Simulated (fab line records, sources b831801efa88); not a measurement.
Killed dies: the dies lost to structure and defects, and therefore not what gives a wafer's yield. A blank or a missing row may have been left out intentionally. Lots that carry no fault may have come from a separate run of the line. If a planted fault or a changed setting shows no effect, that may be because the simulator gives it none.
Which tool did it?	flow sky130	39 wafers from 13 lots sampled at 5 of the route's 708 steps

## WHAT THE GAUGES READ, wafer by wafer
SKY_FIELD_ISO_THK_MEAS_23.
lot	measured	on	FIELD_ISO_OXIDATION_01_THK (nm)
L773	day 2 09:18	filmMetro-02	9.95 9.97 9.81
L774	day 2 14:11	filmMetro-01	9.85 9.73 9.94
L775	day 2 19:22	filmMetro-04	10.11 10.13 10.19
L776	day 2 22:16	filmMetro-01	10.17 10.33 10.09
L777	day 3 06:03	filmMetro-02	10.34 10.31 10.35
L778	day 3 11:29	filmMetro-04	9.74 9.81 9.90
L779	day 3 17:16	filmMetro-02	9.77 9.73 9.76
L780	day 3 21:13	filmMetro-01	10.50 10.59 10.34
L782	day 4 07:12	filmMetro-02	9.92 9.95 9.84
L783	day 4 11:28	filmMetro-02	9.98 9.92 9.91
L784	day 4 15:49	filmMetro-02	9.92 10.08 9.94
L789	day 5 18:43	filmMetro-01	10.41 10.56 10.34
L796	day 7 11:36	filmMetro-04	10.17 10.13 10.10

SKY_NWELL_TW_MEAS_15.
lot	measured	on	NWELL_TW
L773	day 4 16:45	filmMetro-01	1809 1815 1820
L774	day 5 00:04	filmMetro-03	1817 1829 1832
L775	day 5 03:37	filmMetro-04	1814 1817 1804
L776	day 5 06:41	filmMetro-01	1805 1807 1819
L777	day 5 17:30	filmMetro-01	1809 1815 1811
L778	day 6 00:11	filmMetro-03	1831 1824 1820
L779	day 6 04:41	filmMetro-03	1817 1829 1828
L780	day 6 07:49	filmMetro-01	1816 1802 1807
L782	day 6 19:37	filmMetro-04	1825 1816 1824
L783	day 6 23:34	filmMetro-03	1817 1823 1828
L784	day 7 05:35	filmMetro-04	1824 1829 1816
L789	day 8 12:26	filmMetro-03	1811 1810 1824
L796	day 10 09:54	filmMetro-03	1817 1813 1817

SKY_SONOS_ONO_THK_MEAS_05.
lot	measured	on	SONOS_ONO_CVD_04_THK (nm)
L773	day 11 17:16	filmMetro-04	5.91 5.89 5.78
L774	day 12 00:46	filmMetro-02	5.61 5.64 5.64
L775	day 12 04:21	filmMetro-04	5.87 5.86 5.92
L776	day 12 14:06	filmMetro-02	5.58 5.60 5.53
L777	day 13 00:12	filmMetro-02	5.79 5.71 5.90
L778	day 13 10:07	filmMetro-02	5.95 5.92 5.93
L779	day 13 18:04	filmMetro-01	5.78 5.80 5.84
L780	day 13 20:05	filmMetro-01	5.93 5.77 5.88
L782	day 14 14:03	filmMetro-01	5.64 5.58 5.64
L783	day 14 20:49	filmMetro-04	5.78 5.72 5.85
L784	day 15 09:13	filmMetro-02	5.71 5.65 5.68
L789	day 16 21:58	filmMetro-02	6.24 6.36 6.34
L796	day 19 16:01	filmMetro-01	5.84 5.69 5.78

SKY_SONOS_ONO_OVL_MEAS_14.
lot	measured	on	SONOS_ONO_OVL (nm)
L773	day 12 16:34	overlay-01	0.3 -0.3 0.1
L774	day 13 01:13	overlay-01	0.3 2.0 -1.8
L775	day 13 04:49	overlay-01	1.5 1.7 0.9
L776	day 13 15:13	overlay-02	0.1 0.2 -0.6
L777	day 14 01:49	overlay-02	-0.5 0.9 -0.1
L778	day 14 12:25	overlay-01	-1.6 -1.4 -1.6
L779	day 14 19:37	overlay-02	-0.6 -0.5 0.2
L780	day 14 22:33	overlay-01	1.2 0.2 0.6
L782	day 15 17:28	overlay-02	0.4 -2.2 0.0
L783	day 16 00:28	overlay-02	-0.1 2.8 1.6
L784	day 16 12:55	overlay-02	0.2 -1.4 0.4
L789	day 18 02:46	overlay-02	0.2 -1.3 -2.2
L796	day 20 23:05	overlay-01	-1.3 -0.1 -2.1

## WHICH TOOL RAN EACH LOT (tool, then ch and the chambers of the sampled wafers, then the start)
lot	SKY_SONOS_ONO_CVD_04
L773	lpcvd-03 ch 1, day 11 16:01
L774	lpcvd-03 ch 0, day 11 23:31
L775	lpcvd-03 ch 0, day 12 03:05
L776	lpcvd-03 ch 1, day 12 12:50
L777	lpcvd-03 ch 0, day 12 22:57
L778	lpcvd-03 ch 0, day 13 08:50
L779	lpcvd-03 ch 0, day 13 16:48
L780	lpcvd-03 ch 0, day 13 18:50
L782	lpcvd-03 ch 1, day 14 12:48
L783	lpcvd-03 ch 0, day 14 19:34
L784	lpcvd-03 ch 0, day 15 07:58
L789	lpcvd-03 ch 1, day 16 20:42
L796	lpcvd-03 ch 1, day 19 14:44
- SKY_SONOS_ONO_CVD_04: deposits SiO2 from SiH4/N2O, target thk 5.7199 nm.

## WHAT THE TOOLS THEMSELVES READ (means of the sampled wafers that have a number; where no wafer has one, the mark that the record gives instead)
SKY_SONOS_ONO_CVD_04.
lot	tool	pressureMtorr (mTorr)
L773	lpcvd-03	400.6
L774	lpcvd-03	400.1
L775	lpcvd-03	398.7
L776	lpcvd-03	399.6
L777	lpcvd-03	399.2
L778	lpcvd-03	399.6
L779	lpcvd-03	400.2
L780	lpcvd-03	399.0
L782	lpcvd-03	401.0
L783	lpcvd-03	400.0
L784	lpcvd-03	398.5
L789	lpcvd-03	480.1
L796	lpcvd-03	399.9

## THE ANSWER, worked out from the rows above alone
Rule: what is usual is taken from the lots themselves. Put in order of their means at a reading, lots are off if they are a third of the lots or fewer, leave a main group of 4 or more, and stand apart from it by a gap of 3 or more times the standard deviation of the main group's means; of several such gaps the widest counts. The tables above print the reading to a certain number of digits; a main group whose means all agree to those digits is not used. A lot without any number at a reading at which 4 lots or more have one is off too. Any other lot the step has rows for is counted as sound. After the gauges, taken in route order, come the tools' own readings; for these a lot's mean is taken, as printed above. The first step at which some lot is off is used, and at that step the reading that is off furthest; a lot without a number counts as furthest.
Off: L789, seen at SKY_SONOS_ONO_THK_MEAS_05 (SONOS_ONO_CVD_04_THK). Main group: mean 5.77 nm, sd 0.11.
If a tool, at a process step before that reading, ran all the lots that are off and no sound lot after the first of them, it fits. Not tried: the gauges at SKY_SONOS_ONO_THK_MEAS_05; whatever is off there is also off at SKY_SONOS_ONO_CVD_04, on other tools, and gauge error can't account for it. Not one of the candidates tried fits.

## WHAT THE SIMULATOR HAD PUT IN
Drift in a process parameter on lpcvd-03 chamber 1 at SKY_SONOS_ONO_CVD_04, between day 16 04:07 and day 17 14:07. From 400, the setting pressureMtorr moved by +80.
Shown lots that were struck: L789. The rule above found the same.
